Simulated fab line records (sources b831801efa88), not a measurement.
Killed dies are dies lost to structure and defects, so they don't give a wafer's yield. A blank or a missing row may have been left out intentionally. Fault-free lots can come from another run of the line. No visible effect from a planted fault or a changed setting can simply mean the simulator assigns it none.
fab line records + flow sky130
[record]
- lots = 6
- wafers = 18
- last_day = 49
route steps=708 shown CAPM@538 PAD_OPEN@708
lots untouched by any fault: they come from a run of this same line in which no faults occurred
start_h: hours from the record's opening day to when the first of the lot's shown wafers began + wait_h: hours from the lot's prior step to this one + " repeats the value in the row above + L1.1+2: a row that stands for several wafers + - no value present, or no start provided + * or withheld: withheld + < > ~ a bound
route shown NAME@n: a module of which the file shows steps, and the number in the route of the first + usual: mean/standard deviation of fault-free wafers + same: alike in all rows + chamber/n: place in a boat + sites: each site's reading + _std_site: the standard deviation of these + _edge_site: inner sites' mean taken away from outer sites' mean + radius_mm: how far each site lies from the wafer's centre + mask NAME#n: copy n + behind: the tool/chamber that last shaped the wafer + hold: why the lot went on hold/how many hours it stayed there/how the hold came to an end + device: whichever transistor did not switch (one of n, p or np) + end of line: tests of these same wafers at the route's end + a step given without rows: its recipe and nothing more + killed: count of dies lost to structure and defects at first sort (not the wafer's yield) + map: dies across one wafer; x = killed, . = not, _ = none there
set.NAME: the setting that was run; set.NAME@STEP: the one run at that earlier step + model.NAME: the simulator's own value behind a step, which no gauge read
lots at selected steps of the route; one table per step, one row per wafer
services: from which hour (start_h, from the record's first day; less than 0 if before it) a tool's chamber was out of use, for how many hours, and why
[[steps]]
[step SKY_CAPM_THK_MEAS_01]
[recipe]
- reads = SiO2_of_CAPM_CVD_00
[usual]
- CAPM_CVD_00_THK = 15.53/0.24
| lot.wafer | tool          | chamber | start_h | wait_h | CAPM_CVD_00_THK[nm] |
|-----------|---------------|---------|---------|--------|---------------------|
| L495.1    | film_metro-04 | -       | 849.83  | -      | 15.44               |
| L495.3    | "             | -       | "       | "      | 15.41               |
| L495.6    | "             | -       | "       | "      | 15.63               |
| L498.2    | film_metro-02 | -       | 870.45  | -      | 15.78               |
| L498.5    | "             | -       | "       | "      | 15.94               |
| L498.6    | "             | -       | "       | "      | 15.91               |
| L503.2    | film_metro-04 | -       | 917.55  | -      | 15.03               |
| L503.3    | "             | -       | "       | "      | 15.30               |
| L503.5    | "             | -       | "       | "      | 15.30               |
| L504.2    | film_metro-03 | -       | 926.15  | -      | 15.49               |
| L504.3    | "             | -       | "       | "      | 15.64               |
| L504.6    | "             | -       | "       | "      | 15.84               |
| L505.1    | film_metro-02 | -       | 934.28  | -      | 15.23               |
| L505.4    | "             | -       | "       | "      | 15.38               |
| L505.6    | "             | -       | "       | "      | 15.72               |
| L514.1    | film_metro-02 | -       | 988.72  | -      | 15.09               |
| L514.2    | "             | -       | "       | "      | 15.54               |
| L514.5    | "             | -       | "       | "      | 15.63               |
[step SKY_CAPM_SPUTTER_02]
[recipe]
- material = TiN
- target_thk_nm = 200
- temp_c = 300
- power_w = 6500
- time_s = 166.7
- chamber_pressure_pa = 0.4
[usual]
- cathode_dc_power_W = 6500.2/1.3
- throttle_valve_pct = 29.8/0.98
| lot.wafer | tool           | chamber | start_h | wait_h | cathode_dc_power_W | throttle_valve_pct |
|-----------|----------------|---------|---------|--------|--------------------|--------------------|
| L495.1    | pvd_sputter-04 | -       | 849.89  | 0.1    | 6498.6             | 29.7               |
| L495.3    | "              | -       | "       | "      | 6500.9             | 31.2               |
| L495.6    | "              | -       | "       | "      | 6500.4             | 30.4               |
| L498.2    | pvd_sputter-04 | -       | 870.50  | 0.0    | 6498.6             | 29.0               |
| L498.5    | "              | -       | "       | "      | 6499.2             | 29.3               |
| L498.6    | "              | -       | "       | "      | 6498.2             | 30.8               |
| L503.2    | pvd_sputter-01 | -       | 917.60  | 0.0    | 6501.7             | 29.1               |
| L503.3    | "              | -       | "       | "      | 6501.6             | 28.3               |
| L503.5    | "              | -       | "       | "      | 6499.6             | 29.4               |
| L504.2    | pvd_sputter-01 | -       | 926.20  | 0.0    | 6501.1             | 28.3               |
| L504.3    | "              | -       | "       | "      | 6500.3             | 31.0               |
| L504.6    | "              | -       | "       | "      | 6501.7             | 30.8               |
| L505.1    | pvd_sputter-01 | -       | 934.34  | 0.1    | 6500.2             | 29.1               |
| L505.4    | "              | -       | "       | "      | 6500.0             | 28.4               |
| L505.6    | "              | -       | "       | "      | 6501.6             | 28.5               |
| L514.1    | pvd_sputter-01 | -       | 988.78  | 0.1    | 6499.9             | 28.4               |
| L514.2    | "              | -       | "       | "      | 6500.3             | 28.6               |
| L514.5    | "              | -       | "       | "      | 6498.8             | 29.1               |
[step SKY_CAPM_RS_MEAS_03]
[recipe]
- thk_meas_gauge = four-point-probe
- reads = TiN_of_CAPM_SPUTTER_02
[usual]
- CAPM_TIN_RS = 6.94/0.077
| lot.wafer | tool          | chamber | start_h | wait_h | CAPM_TIN_RS[ohm/sq] |
|-----------|---------------|---------|---------|--------|---------------------|
| L495.1    | film_metro-03 | -       | 850.00  | 0.1    | 6.91                |
| L495.3    | "             | -       | "       | "      | 6.84                |
| L495.6    | "             | -       | "       | "      | 6.92                |
| L498.2    | film_metro-03 | -       | 870.63  | 0.1    | 6.86                |
| L498.5    | "             | -       | "       | "      | 6.85                |
| L498.6    | "             | -       | "       | "      | 6.90                |
| L503.2    | film_metro-02 | -       | 917.73  | 0.1    | 6.84                |
| L503.3    | "             | -       | "       | "      | 6.90                |
| L503.5    | "             | -       | "       | "      | 6.87                |
| L504.2    | film_metro-04 | -       | 926.33  | 0.1    | 6.84                |
| L504.3    | "             | -       | "       | "      | 6.83                |
| L504.6    | "             | -       | "       | "      | 6.76                |
| L505.1    | film_metro-04 | -       | 934.45  | 0.1    | 6.94                |
| L505.4    | "             | -       | "       | "      | 6.96                |
| L505.6    | "             | -       | "       | "      | 7.03                |
| L514.1    | film_metro-04 | -       | 988.89  | 0.1    | 6.85                |
| L514.2    | "             | -       | "       | "      | 6.88                |
| L514.5    | "             | -       | "       | "      | 6.86                |
[step SKY_CAPM_THK_MEAS_04]
[recipe]
- thk_meas_gauge = xrf
- reads = TiN_of_CAPM_SPUTTER_02
[usual]
- CAPM_TIN_THK = 198.7/2.4
| lot.wafer | tool          | chamber | start_h | wait_h | CAPM_TIN_THK[nm] |
|-----------|---------------|---------|---------|--------|------------------|
| L495.1    | film_metro-03 | -       | 850.12  | 0.1    | 199.1            |
| L495.3    | "             | -       | "       | "      | 201.3            |
| L495.6    | "             | -       | "       | "      | 198.9            |
| L498.2    | film_metro-03 | -       | 870.74  | 0.1    | 200.1            |
| L498.5    | "             | -       | "       | "      | 201.1            |
| L498.6    | "             | -       | "       | "      | 199.7            |
| L503.2    | film_metro-02 | -       | 917.84  | 0.1    | 202.3            |
| L503.3    | "             | -       | "       | "      | 200.2            |
| L503.5    | "             | -       | "       | "      | 200.6            |
| L504.2    | film_metro-04 | -       | 926.44  | 0.1    | 200.9            |
| L504.3    | "             | -       | "       | "      | 201.8            |
| L504.6    | "             | -       | "       | "      | 202.4            |
| L505.1    | film_metro-04 | -       | 934.57  | 0.1    | 197.0            |
| L505.4    | "             | -       | "       | "      | 196.8            |
| L505.6    | "             | -       | "       | "      | 194.9            |
| L514.1    | film_metro-04 | -       | 989.01  | 0.1    | 201.9            |
| L514.2    | "             | -       | "       | "      | 201.1            |
| L514.5    | "             | -       | "       | "      | 201.5            |
[step SKY_CAPM_DEHYDRATE_05]
[recipe]
- temp_c = 200
- time_s = 60
[step SKY_CAPM_HMDS_06]
[recipe]
- prime_time_s = 60
- prime_temp_c = 120
[step SKY_CAPM_COAT_07]
[recipe]
- resist = NOVOLAK
- spin_rpm = 3000
- resist_thk_nm = 1140
[step SKY_CAPM_SOFTBAKE_08]
[recipe]
- temp_c = 90
- time_s = 60
- resist = NOVOLAK
[step SKY_CAPM_EXPOSE_09]
[recipe]
- mask_id = CAPM
- na = 0.6
- source_shape = conventional
- sigma_outer = 0.6
- polarization = unpolarized
- target_cd_nm = 1000
- dose_mj = 159
[step SKY_CAPM_PEB_10]
[recipe]
- temp_c = withheld
- time_s = *
- resist = NOVOLAK
[step SKY_CAPM_DEVELOP_11]
[recipe]
- resist = NOVOLAK
- developer = TMAH
- develop_time_s = 60
- dev_temp_c = 23
[step SKY_CAPM_OVL_MEAS_12]
[usual]
- CAPM_OVL = -0.4/1.6
| lot.wafer | tool       | chamber | start_h | wait_h | CAPM_OVL[nm] |
|-----------|------------|---------|---------|--------|--------------|
| L495.1    | overlay-01 | -       | 875.78  | 0.1    | -0.7         |
| L495.3    | "          | -       | "       | "      | -1.0         |
| L495.6    | "          | -       | "       | "      | -0.2         |
| L498.2    | overlay-02 | -       | 895.70  | 0.1    | 1.9          |
| L498.5    | "          | -       | "       | "      | 2.3          |
| L498.6    | "          | -       | "       | "      | 1.8          |
| L503.2    | overlay-02 | -       | 942.74  | 0.1    | -1.5         |
| L503.3    | "          | -       | "       | "      | -2.2         |
| L503.5    | "          | -       | "       | "      | -0.3         |
| L504.2    | overlay-02 | -       | 950.84  | 0.1    | -0.2         |
| L504.3    | "          | -       | "       | "      | 0.4          |
| L504.6    | "          | -       | "       | "      | 0.9          |
| L505.1    | overlay-02 | -       | 959.08  | 0.1    | 0.7          |
| L505.4    | "          | -       | "       | "      | 0.7          |
| L505.6    | "          | -       | "       | "      | -1.3         |
| L514.1    | overlay-01 | -       | 1011.60 | 0.1    | 0.4          |
| L514.2    | "          | -       | "       | "      | -2.4         |
| L514.5    | "          | -       | "       | "      | -0.5         |
[step SKY_CAPM_METAL_ETCH_13]
[recipe]
- target_depth_nm = 220
- stop_on = SiO2
- chemistry = Cl2/BCl3
- target = TiN
- pressure_mtorr = 10
- icp_w = 900
- bias_w = 48.5
- Cl2_flow_sccm = 60
- bcl3_flow_sccm = 30
- time_s = 62.9
[usual]
- drypump_motor_current_A = 5.7/0.45
- oes_product_au = 0.939/0.0077
- rf_fwd_power_W = 892/3.6
- throttle_valve_pct = 21.904/0.0099
| lot.wafer | tool         | chamber | start_h | wait_h | drypump_motor_current_A | oes_product_au | rf_fwd_power_W | rf_hours_counter_h | throttle_valve_pct | model.NOVOLAK_of_CAPM_COAT_07.thk_nm | model.etch.depth_nm | model.CAPM.feature_depth_nm |
|-----------|--------------|---------|---------|--------|-------------------------|----------------|----------------|--------------------|--------------------|--------------------------------------|---------------------|-----------------------------|
| L495.1    | rie_metal-03 | 1       | 875.82  | 0.0    | 5.8                     | 0.944          | 889            | 15                 | 21.890             | 1000                                 | 200.4               | 200.4                       |
| L495.3    | "            | 1       | "       | "      | 5.8                     | 0.947          | 889            | -                  | 21.887             | 1001                                 | 201.8               | 201.8                       |
| L495.6    | "            | 1       | "       | "      | 5.8                     | 0.936          | 889            | -                  | 21.899             | 997.7                                | 200.1               | 200.1                       |
| L498.2    | rie_metal-01 | 0       | 895.73  | 0.0    | 5.8                     | 0.952          | 894            | 9                  | 21.893             | 992                                  | 201.4               | 201.4                       |
| L498.5    | "            | 1       | "       | "      | 4.9                     | 0.951          | 890            | -                  | 21.891             | 991.5                                | 202.3               | 202.3                       |
| L498.6    | "            | 0       | "       | "      | 5.8                     | 0.951          | 895            | -                  | 21.913             | 989.6                                | 200.3               | 200.3                       |
| L503.2    | rie_metal-02 | 1       | 942.77  | 0.0    | 5.3                     | 0.950          | 897            | 19                 | 21.894             | 993.4                                | 202.1               | 202.1                       |
| L503.3    | "            | 0       | "       | "      | 6.1                     | 0.935          | 893            | -                  | 21.916             | 994.5                                | 200.3               | 200.3                       |
| L503.5    | "            | 0       | "       | "      | 6.1                     | 0.935          | 888            | -                  | 21.891             | 996                                  | 200.9               | 200.9                       |
| L504.2    | rie_metal-01 | 1       | 950.87  | 0.0    | 4.8                     | 0.906          | 748            | 11                 | 21.927             | 1018                                 | 188.2               | 188.2                       |
| L504.3    | "            | 1       | "       | "      | 4.8                     | 0.911          | 751            | -                  | 21.923             | 1012                                 | 189.2               | 189.2                       |
| L504.6    | "            | 0       | "       | "      | 5.8                     | 0.915          | 753            | -                  | 21.899             | 1011                                 | 191.1               | 191.1                       |
| L505.1    | rie_metal-01 | 0       | 959.12  | 0.0    | 5.8                     | 0.920          | 748            | 12                 | 21.911             | 1014                                 | 193                 | 193                         |
| L505.4    | "            | 1       | "       | "      | 4.9                     | 0.907          | 749            | -                  | 21.931             | 1015                                 | 189.8               | 189.8                       |
| L505.6    | "            | 1       | "       | "      | 4.9                     | 0.905          | 748            | -                  | 21.929             | 1019                                 | 187.3               | 187.3                       |
| L514.1    | rie_metal-02 | 0       | 1011.63 | 0.0    | 6.1                     | 0.934          | 888            | 16                 | 21.889             | 986.7                                | 201                 | 201                         |
| L514.2    | "            | 0       | "       | "      | 6.1                     | 0.945          | 889            | -                  | 21.900             | 989.1                                | 200.7               | 200.7                       |
| L514.5    | "            | 0       | "       | "      | 6.1                     | 0.951          | 887            | -                  | 21.908             | 991.6                                | 201.5               | 201.5                       |
[step SKY_CAPM_STRIP_14]
[recipe]
- chemistry = O2/N2
- power_w = 1400
- pressure_mtorr = 1500
- platen_temp_c = withheld
- o2_flow_sccm = 3000
- n2_flow_sccm = 300
- overash_fraction = 0.5
[usual]
- drypump_motor_current_A = 5.6/0.56
- oes_product_au = 0.710/0.0045
- strip_time_to_endpoint_s = 12.66/0.048
| lot.wafer | tool            | chamber | start_h | wait_h | drypump_motor_current_A | oes_product_au | rf_hours_counter_h | strip_time_to_endpoint_s |
|-----------|-----------------|---------|---------|--------|-------------------------|----------------|--------------------|--------------------------|
| L495.1    | plasma_asher-02 | 0       | 875.90  | 0.1    | 6.6                     | 0.715          | 44                 | 12.73                    |
| L495.3    | "               | 0       | "       | "      | 6.6                     | 0.709          | -                  | 12.74                    |
| L495.6    | "               | 0       | "       | "      | 6.6                     | 0.706          | -                  | 12.70                    |
| L498.2    | plasma_asher-02 | 0       | 895.81  | 0.1    | 6.6                     | 0.706          | 46                 | 12.63                    |
| L498.5    | "               | 0       | "       | "      | 6.6                     | 0.715          | -                  | 12.63                    |
| L498.6    | "               | 1       | "       | "      | 6.1                     | 0.710          | -                  | 12.61                    |
| L503.2    | plasma_asher-04 | 1       | 942.85  | 0.1    | 5.4                     | 0.706          | 113                | 12.65                    |
| L503.3    | "               | 1       | "       | "      | 5.4                     | 0.711          | -                  | 12.68                    |
| L503.5    | "               | 1       | "       | "      | 5.4                     | 0.709          | -                  | 12.69                    |
| L504.2    | plasma_asher-04 | 1       | 950.95  | 0.1    | 5.4                     | 0.707          | 114                | 12.88                    |
| L504.3    | "               | 0       | "       | "      | 4.7                     | 0.709          | -                  | 12.80                    |
| L504.6    | "               | 0       | "       | "      | 4.7                     | 0.714          | -                  | 12.80                    |
| L505.1    | plasma_asher-01 | 0       | 959.20  | 0.1    | 5.8                     | 0.704          | 20                 | 12.81                    |
| L505.4    | "               | 1       | "       | "      | 5.7                     | 0.711          | -                  | 12.82                    |
| L505.6    | "               | 1       | "       | "      | 5.7                     | 0.707          | -                  | 12.88                    |
| L514.1    | plasma_asher-02 | 1       | 1011.79 | 0.1    | 6.1                     | 0.705          | 57                 | 12.57                    |
| L514.2    | "               | 0       | "       | "      | 6.6                     | 0.717          | 57                 | 12.60                    |
| L514.5    | "               | 0       | "       | "      | 6.6                     | 0.700          | -                  | 12.63                    |
[step SKY_CAPM_STRIP_15]
[recipe]
- chemistry = post_etch_residue_remover
- time_s = 1200
- temp_c = 72.5
[step SKY_PAD_OPEN_PROBE_99]
[usual]
- defect_limited_yield = 82.9/2
- killed_at_M0_to_M3 = 42/7.6
- killed_at_M4_up = 2.9/1.7
- killed_at_contacts = 24/5.1
- killed_at_front_end = 15/4
- killed_at_other = 0.2/0.38
- killed_dies = 84/9.9
- killed_open = 46/7.2
- killed_short = 38/6.6
[same]
- gross_dies = 492
- killed_at_back_side = 0
| lot.wafer | tool      | chamber | start_h | wait_h | defect_limited_yield[%] | killed_at_M0_to_M3 | killed_at_M4_up | killed_at_contacts | killed_at_front_end | killed_at_other | killed_dies | killed_open | killed_short | model.etest.met3.line_ohm_um | model.etest.tester.sort_n_pass | model.etest.via3_chain.rc_ohm | model.etest.met3.rs_ohm_sq | model.etest.tester.sort_yield_pct | model.etest.tester.sort_bin_4_pct | model.etest.met3.rs_ohm_sq_rim_less_centre | model.etest.res_deep_nwell.open |
|-----------|-----------|---------|---------|--------|-------------------------|--------------------|-----------------|--------------------|---------------------|-----------------|-------------|-------------|--------------|------------------------------|--------------------------------|-------------------------------|----------------------------|-----------------------------------|-----------------------------------|--------------------------------------------|---------------------------------|
| L495.1    | prober-02 | -       | 1077.99 | 0.1    | 85.8                    | 34                 | 2               | 18                 | 16                  | 0               | 70          | 39          | 31           | 0.1407                       | 422                            | 9.524                         | 0.04205                    | 85.77                             | 0                                 | -0.0001479                                 | 0                               |
| L495.3    | prober-02 | -       | 1078.09 | 0.2    | 81.1                    | 55                 | 2               | 25                 | 11                  | 0               | 93          | 52          | 41           | 0.1458                       | 399                            | 9.787                         | 0.04202                    | 81.1                              | 0                                 | -0.0002092                                 | 0                               |
| L495.6    | prober-02 | -       | 1078.24 | 0.2    | 81.5                    | 41                 | 3               | 30                 | 17                  | 0               | 91          | 51          | 40           | 0.1444                       | 401                            | 9.6                           | 0.04262                    | 81.5                              | 0                                 | -0.0001803                                 | 0                               |
| L498.2    | prober-01 | -       | 1095.19 | 0.1    | 83.7                    | 30                 | 2               | 25                 | 23                  | 0               | 80          | 32          | 48           | 0.1431                       | 412                            | 9.641                         | 0.0426                     | 83.74                             | 0                                 | -0.0005771                                 | 0                               |
| L498.5    | prober-01 | -       | 1095.34 | 0.2    | 85.0                    | 33                 | 3               | 26                 | 12                  | 0               | 74          | 43          | 31           | 0.1399                       | 418                            | 9.678                         | 0.04234                    | 84.96                             | 0                                 | 0.0003932                                  | 0                               |
| L498.6    | prober-01 | -       | 1095.39 | 0.2    | 85.8                    | 31                 | 1               | 21                 | 17                  | 0               | 70          | 42          | 28           | 0.1412                       | 422                            | 10.14                         | 0.04225                    | 85.77                             | 0                                 | -0.000105                                  | 0                               |
| L503.2    | prober-02 | -       | 1131.11 | 0.1    | 82.1                    | 48                 | 5               | 23                 | 12                  | 0               | 88          | 52          | 36           | 0.1394                       | 404                            | 10.01                         | 0.04246                    | 82.11                             | 0                                 | 0.0002315                                  | 0                               |
| L503.3    | prober-02 | -       | 1131.16 | 0.2    | 84.8                    | 39                 | 3               | 20                 | 13                  | 0               | 75          | 38          | 37           | 0.1395                       | 417                            | 9.295                         | 0.04233                    | 84.76                             | 0                                 | -0.0003497                                 | 0                               |
| L503.5    | prober-02 | -       | 1131.26 | 0.2    | 84.3                    | 44                 | 2               | 15                 | 16                  | 0               | 77          | 46          | 31           | 0.1393                       | 415                            | 9.346                         | 0.04295                    | 84.35                             | 0                                 | -0.0004726                                 | 0                               |
| L504.2    | prober-01 | -       | 1135.87 | 0.1    | 86.2                    | 31                 | 2               | 22                 | 13                  | 0               | 68          | 39          | 29           | 288.9                        | 0                              | 224.4                         | 86.57                      | 0                                 | 85.07                             | -26.04                                     | 1                               |
| L504.3    | prober-01 | -       | 1135.92 | 0.2    | 82.5                    | 55                 | 2               | 17                 | 12                  | 0               | 86          | 44          | 42           | 307.2                        | 0                              | 244.1                         | 91.84                      | 0                                 | 80.85                             | -44.36                                     | 1                               |
| L504.6    | prober-01 | -       | 1136.07 | 0.2    | 84.3                    | 30                 | 2               | 28                 | 17                  | 0               | 77          | 34          | 43           | 313.7                        | 0                              | 252.5                         | 92.72                      | 0                                 | 82.87                             | -10.24                                     | 1                               |
| L505.1    | prober-02 | -       | 1141.91 | 0.1    | 81.5                    | 50                 | 5               | 26                 | 10                  | 0               | 91          | 53          | 38           | 692.1                        | 0                              | 541.3                         | 209.7                      | 0                                 | 81.5                              | 30.76                                      | 1                               |
| L505.4    | prober-02 | -       | 1142.06 | 0.2    | 86.0                    | 40                 | 3               | 14                 | 12                  | 0               | 69          | 30          | 39           | 484.7                        | 0                              | 364.7                         | 143.8                      | 0                                 | 85.98                             | 5.429                                      | 1                               |
| L505.6    | prober-02 | -       | 1142.16 | 0.2    | 82.9                    | 41                 | 5               | 24                 | 14                  | 0               | 84          | 44          | 40           | 428.6                        | 0                              | 323.2                         | 127.6                      | 0                                 | 82.93                             | 7.581                                      | 1                               |
| L514.1    | prober-01 | -       | 1182.80 | 0.1    | 81.5                    | 53                 | 2               | 23                 | 13                  | 0               | 91          | 51          | 40           | 0.1391                       | 401                            | 9.881                         | 0.04278                    | 81.5                              | 0                                 | 0.0003024                                  | 0                               |
| L514.2    | prober-01 | -       | 1182.85 | 0.1    | 82.9                    | 43                 | 5               | 16                 | 20                  | 0               | 84          | 45          | 39           | 0.1408                       | 408                            | 10.01                         | 0.04278                    | 82.93                             | 0                                 | 0.0004072                                  | 0                               |
| L514.5    | prober-01 | -       | 1183.00 | 0.2    | 82.1                    | 36                 | 5               | 29                 | 17                  | 1               | 88          | 48          | 40           | 0.1372                       | 404                            | 9.806                         | 0.04224                    | 82.11                             | 0                                 | 0.0001767                                  | 0                               |
// killed by level:class
L495.1 VIA1:geometric_particle:open=12 VIA2:geometric_particle:open=5 CONTACT:geometric_particle:open=5 FIELD_ISO:geometric_particle:open=4 SPACER:geometric_particle:open=4 LI_CONTACT:geometric_particle:open=4 LOCAL_INTERCONNECT:geometric_particle:short=4 METAL1:geometric_particle:short=4
L495.3 VIA1:geometric_particle:open=11 VIA3:geometric_particle:open=10 CONTACT:geometric_particle:open=9 FIELD_ISO:geometric_particle:short=8 VIA2:geometric_particle:open=8 METAL1:geometric_particle:short=7 LOCAL_INTERCONNECT:geometric_particle:short=6 VIA1:geometric_particle:short=5
L495.6 VIA2:geometric_particle:open=12 VIA1:geometric_particle:open=11 CONTACT:geometric_particle:open=8 LOCAL_INTERCONNECT:geometric_particle:short=8 FIELD_ISO:geometric_particle:short=6 LI_CONTACT:geometric_particle:open=5 CONTACT:geometric_particle:short=5 FIELD_ISO:geometric_particle:open=4
L498.2 FIELD_ISO:geometric_particle:short=7 LOCAL_INTERCONNECT:geometric_particle:short=7 CONTACT:geometric_particle:open=7 POLY_GATE:geometric_particle:short=6 METAL1:geometric_particle:short=6 VIA3:geometric_particle:open=6 POLY_GATE:geometric_particle:open=5 LI_CONTACT:geometric_particle:open=5
L498.5 LI_CONTACT:geometric_particle:open=10 CONTACT:geometric_particle:open=10 VIA2:geometric_particle:open=7 METAL1:geometric_particle:short=5 FIELD_ISO:geometric_particle:short=4 VIA1:geometric_particle:open=4 METAL2:geometric_particle:short=4 VIA2:geometric_particle:short=4
L498.6 CONTACT:geometric_particle:open=11 VIA1:geometric_particle:open=7 POLY_GATE:geometric_particle:open=6 VIA1:geometric_particle:short=6 LI_CONTACT:geometric_particle:open=5 VIA3:geometric_particle:open=5 VIA2:geometric_particle:short=4 FIELD_ISO:geometric_particle:short=3
L503.2 CONTACT:geometric_particle:open=13 VIA1:geometric_particle:open=11 VIA2:geometric_particle:open=9 VIA3:geometric_particle:open=8 CONTACT:geometric_particle:short=7 METAL2:geometric_particle:short=6 POLY_GATE:geometric_particle:short=4 METAL4:geometric_particle:short=4
L503.3 VIA1:geometric_particle:open=12 CONTACT:geometric_particle:open=7 METAL1:geometric_particle:short=7 VIA2:geometric_particle:open=6 FIELD_ISO:geometric_particle:short=5 LI_CONTACT:geometric_particle:open=4 CONTACT:geometric_particle:short=4 VIA1:geometric_particle:short=4
L503.5 VIA1:geometric_particle:open=14 VIA3:geometric_particle:open=7 VIA2:geometric_particle:short=6 FIELD_ISO:geometric_particle:open=5 LOCAL_INTERCONNECT:geometric_particle:short=5 CONTACT:geometric_particle:open=5 VIA2:geometric_particle:open=5 POLY_GATE:geometric_particle:short=4
L504.2 CONTACT:geometric_particle:open=8 LI_CONTACT:geometric_particle:open=7 VIA1:geometric_particle:open=6 METAL2:geometric_particle:short=5 VIA2:geometric_particle:open=4 VIA3:geometric_particle:open=4 POLY_GATE:geometric_particle:short=3 POLY_GATE:geometric_particle:open=3
L504.3 VIA3:geometric_particle:open=9 VIA1:geometric_particle:open=9 VIA2:geometric_particle:open=7 LOCAL_INTERCONNECT:geometric_particle:short=5 VIA1:geometric_particle:short=5 CONTACT:geometric_particle:open=5 METAL1:geometric_particle:short=5 METAL2:geometric_particle:short=5
L504.6 CONTACT:geometric_particle:short=10 POLY_GATE:geometric_particle:short=7 LI_CONTACT:geometric_particle:open=7 CONTACT:geometric_particle:open=6 VIA1:geometric_particle:open=5 METAL1:geometric_particle:short=4 VIA1:geometric_particle:short=4 METAL3:geometric_particle:short=4
L505.1 VIA1:geometric_particle:open=16 CONTACT:geometric_particle:open=10 VIA2:geometric_particle:open=9 LI_CONTACT:geometric_particle:open=8 VIA1:geometric_particle:short=5 METAL2:geometric_particle:short=5 FIELD_ISO:geometric_particle:short=4 METAL1:geometric_particle:short=4
L505.4 METAL1:geometric_particle:short=11 POLY_GATE:geometric_particle:short=5 CONTACT:geometric_particle:open=5 VIA2:geometric_particle:open=5 VIA3:geometric_particle:open=5 VIA1:geometric_particle:short=4 VIA1:geometric_particle:open=4 METAL2:geometric_particle:short=4
L505.6 VIA1:geometric_particle:open=11 CONTACT:geometric_particle:open=8 LI_CONTACT:geometric_particle:open=6 POLY_GATE:geometric_particle:short=5 VIA1:geometric_particle:short=5 FIELD_ISO:geometric_particle:open=4 LOCAL_INTERCONNECT:geometric_particle:short=4 CONTACT:geometric_particle:short=4
L514.1 VIA1:geometric_particle:open=12 VIA1:geometric_particle:short=10 CONTACT:geometric_particle:open=8 VIA2:geometric_particle:open=7 FIELD_ISO:geometric_particle:open=6 LI_CONTACT:geometric_particle:open=6 CONTACT:geometric_particle:short=5 METAL3:geometric_particle:short=5
L514.2 VIA1:geometric_particle:open=13 VIA3:geometric_particle:open=7 POLY_GATE:geometric_particle:short=6 LI_CONTACT:geometric_particle:open=6 VIA2:geometric_particle:open=6 VIA1:geometric_particle:short=5 FIELD_ISO:geometric_particle:open=4 FIELD_ISO:geometric_particle:short=4
L514.5 CONTACT:geometric_particle:open=10 FIELD_ISO:geometric_particle:open=6 CONTACT:geometric_particle:short=6 VIA1:geometric_particle:open=6 LI_CONTACT:geometric_particle:open=5 METAL1:geometric_particle:short=5 VIA2:geometric_particle:open=5 VIA3:geometric_particle:open=5
[[services]]
| tool            | chamber | start_h | hours | kind                   |
|-----------------|---------|---------|-------|------------------------|
| plasma_asher-01 | -       | 850.24  | 3.6   | repair                 |
| rie_metal-02    | 0       | 874.02  | 4.5   | repair                 |
| plasma_asher-02 | -       | 885.60  | 4.2   | repair                 |
| plasma_asher-01 | -       | 886.70  | 4.5   | repair                 |
| rie_metal-02    | -       | 886.70  | 2.8   | pm                     |
| rie_metal-03    | 1       | 890.44  | -     | clean                  |
| rie_metal-03    | 1       | 890.44  | 17.6  | scheduled_down         |
| rie_metal-03    | 1       | 890.44  | 17.6  | vent_cycle             |
| rie_metal-03    | 0       | 925.67  | -     | clean                  |
| rie_metal-03    | 0       | 925.67  | 21.6  | scheduled_down         |
| rie_metal-03    | 0       | 925.67  | 21.6  | vent_cycle             |
| pvd_sputter-04  | -       | 932.89  | 11.4  | repair                 |
| rie_metal-03    | -       | 933.15  | 1.0   | repair                 |
| rie_metal-02    | -       | 939.79  | 0.8   | repair                 |
| plasma_asher-04 | -       | 944.42  | 2.7   | repair                 |
| pvd_sputter-04  | -       | 949.14  | 3.7   | repair                 |
| rie_metal-02    | -       | 958.58  | 1.2   | repair                 |
| pvd_sputter-04  | 2       | 987.04  | -     | consumable_replace:kit |
| pvd_sputter-04  | 2       | 987.04  | 18.0  | scheduled_down         |
| pvd_sputter-04  | 2       | 987.04  | 18.0  | vent_cycle             |
| rie_metal-02    | 0       | 997.52  | 10.0  | repair                 |
| rie_metal-02    | 1       | 1010.15 | -     | clean                  |
| rie_metal-02    | 1       | 1010.15 | 16.4  | scheduled_down         |
| rie_metal-02    | 1       | 1010.15 | 16.4  | vent_cycle             |
[[key]]
[first_sign]
- step = SKY_CAPM_METAL_ETCH_13
- reading = rf_fwd_power_W
- direction = down
- sigmas = 40
- usual = 892
- struck = 749
[effect]
- step = SKY_CAPM_METAL_ETCH_13
- reading = oes_product_au
- direction = down
- sigmas = 3.7
- usual = 0.939
- struck = 0.911
[effect]
- step = SKY_CAPM_STRIP_14
- reading = strip_time_to_endpoint_s
- direction = up
- sigmas = 3.5
- usual = *
- struck = *
[model_effect]
- step = SKY_CAPM_METAL_ETCH_13
- value = NOVOLAK_of_CAPM_COAT_07.thk_nm
- without = 994.6
- struck = 1015
[model_effect]
- step = SKY_PAD_OPEN_PROBE_99
- value = etest.met3.line_ohm_um
- without = 0.1409
- struck = 419.2
met_at SKY_CAPM_METAL_ETCH_13
struck_wafers L504.2,L504.3,L504.6,L505.1,L505.4,L505.6
onset_between 895.73 950.87
[fault]
- kind = process_parameter_drift
- tool = rie_metal-01
- chamber = -
- onset_h = 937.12
- steps = SKY_CAPM_METAL_ETCH_13
- channel = icp_w
- offset = -144
- shape = step
- end_h = 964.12
- acts_in = these_recipes_only
- stated = 900
